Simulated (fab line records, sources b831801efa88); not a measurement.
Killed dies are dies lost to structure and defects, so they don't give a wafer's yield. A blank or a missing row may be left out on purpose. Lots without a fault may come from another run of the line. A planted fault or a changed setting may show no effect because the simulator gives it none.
Which tool did it? | flow gf180mcu | 11 lots, 33 wafers sampled, at 3 steps of a route of 602

WHAT THE GAUGES READ, wafer by wafer
GF_M4_OVL_MEAS_15.
lot  | measured     | on         | M4_OVL (nm)
L760 | day 25 03:29 | overlay-01 | -7 -7 -6
L764 | day 26 17:14 | overlay-01 | -7 1 4
L765 | day 27 04:11 | overlay-01 | 2 3 4
L767 | day 27 14:44 | overlay-01 | 2 -2 -5
L768 | day 28 00:35 | overlay-01 | 3 -2 2
L769 | day 28 06:56 | overlay-02 | -9 0 -5
L771 | day 28 16:29 | overlay-02 | 4 -1 1
L770 | day 28 17:53 | overlay-02 | -14 -8 -10
L775 | day 29 20:47 | overlay-02 | 5 0 3
L776 | day 30 01:23 | overlay-02 | -10 0 -8
L778 | day 30 13:53 | overlay-02 | -3 -5 1

WHICH TOOL RAN EACH LOT (tool, then ch and the chambers of the sampled wafers, then the start)
lot  | GF_V3_CVD_02                    | GF_V3_STRIP_18
L760 | pecvd-02 ch 0,2, day 23 05:04   | plasma_asher-01 ch 0,1, day 24 03:57
L764 | pecvd-02 ch 1,2, day 24 20:37   | plasma_asher-02 ch 0,1, day 25 19:24
L765 | pecvd-03 ch 0,1,2, day 25 08:14 | plasma_asher-02 ch 0,1, day 26 06:27
L767 | pecvd-02 ch 0,1,2, day 25 20:15 | plasma_asher-01 ch 0,1, day 26 17:15
L768 | pecvd-04 ch 1,2, day 26 05:47   | plasma_asher-02 ch 0,1, day 27 02:50
L769 | pecvd-02 ch 0,1,2, day 26 12:46 | plasma_asher-03 ch 0,1, day 27 09:42
L771 | pecvd-04 ch 0,1,2, day 26 22:22 | plasma_asher-02 ch 0,1, day 27 19:03
L770 | pecvd-03 ch 0,1, day 26 23:55   | plasma_asher-01 ch 1, day 27 20:36
L775 | pecvd-02 ch 0,2, day 28 04:22   | plasma_asher-01 ch 0,1, day 29 00:41
L776 | pecvd-03 ch 0,1,2, day 28 09:07 | plasma_asher-02 ch 0,1, day 29 04:57
L778 | pecvd-04 ch 0,1,2, day 28 23:03 | plasma_asher-01 ch 0,1, day 29 18:19
- GF_V3_CVD_02: deposits SiO2 from TEOS, target thk 850 nm, time 94.851 s.
- GF_V3_STRIP_18: strips in O2/N2.

WHAT THE TOOLS THEMSELVES READ (means of the sampled wafers that have a number; where no wafer has one, the mark that the record gives instead)
GF_V3_CVD_02.
lot  | tool     | heater_power_w (W)
L760 | pecvd-02 | 625
L764 | pecvd-02 | 688
L765 | pecvd-03 | 733
L767 | pecvd-02 | 633
L768 | pecvd-04 | 670
L769 | pecvd-02 | 666
L771 | pecvd-04 | 729
L770 | pecvd-03 | 759
L775 | pecvd-02 | 598
L776 | pecvd-03 | 778
L778 | pecvd-04 | 686

GF_V3_STRIP_18.
lot  | tool            | drypump_motor_current_A (A) | heater_power_w (W) | oes_product_au (a.u.)
L760 | plasma_asher-01 | 5.5                         | 313                | 0.592
L764 | plasma_asher-02 | 6.1                         | 339                | 0.591
L765 | plasma_asher-02 | 6.4                         | 319                | 0.591
L767 | plasma_asher-01 | 5.3                         | 300                | 0.594
L768 | plasma_asher-02 | 6.4                         | 326                | 0.589
L769 | plasma_asher-03 | 5.5                         | 352                | 0.595
L771 | plasma_asher-02 | 6.4                         | 320                | 0.592
L770 | plasma_asher-01 | 5.2                         | 282                | 0.596
L775 | plasma_asher-01 | 5.3                         | 298                | 0.601
L776 | plasma_asher-02 | 6.1                         | 335                | 0.594
L778 | plasma_asher-01 | 5.3                         | 302                | 0.592

THE ANSWER, worked out from the rows above alone
Rule: what is usual is taken from the lots themselves. Put in order of their means at a reading, lots are off if they are a third of the lots or fewer, leave a main group of 4 or more, and stand apart from it by a gap of 3 or more times the standard deviation of the main group's means; of several such gaps the widest counts. A main group whose means are all the same, to the digits that the tables above print for the reading, isn't used. A lot without any number at a reading at which 4 lots or more have one is off too. The other lots that the step has rows for count as sound. The gauges are gone through in route order, then the tools' own readings, and for those a lot's mean is taken as printed above. The first step at which some lot is off is used, and at that step the reading that is off furthest; a lot without a number counts as furthest.
No lot is off at any reading shown: from this, nothing can be told.

WHAT THE SIMULATOR HAD PUT IN
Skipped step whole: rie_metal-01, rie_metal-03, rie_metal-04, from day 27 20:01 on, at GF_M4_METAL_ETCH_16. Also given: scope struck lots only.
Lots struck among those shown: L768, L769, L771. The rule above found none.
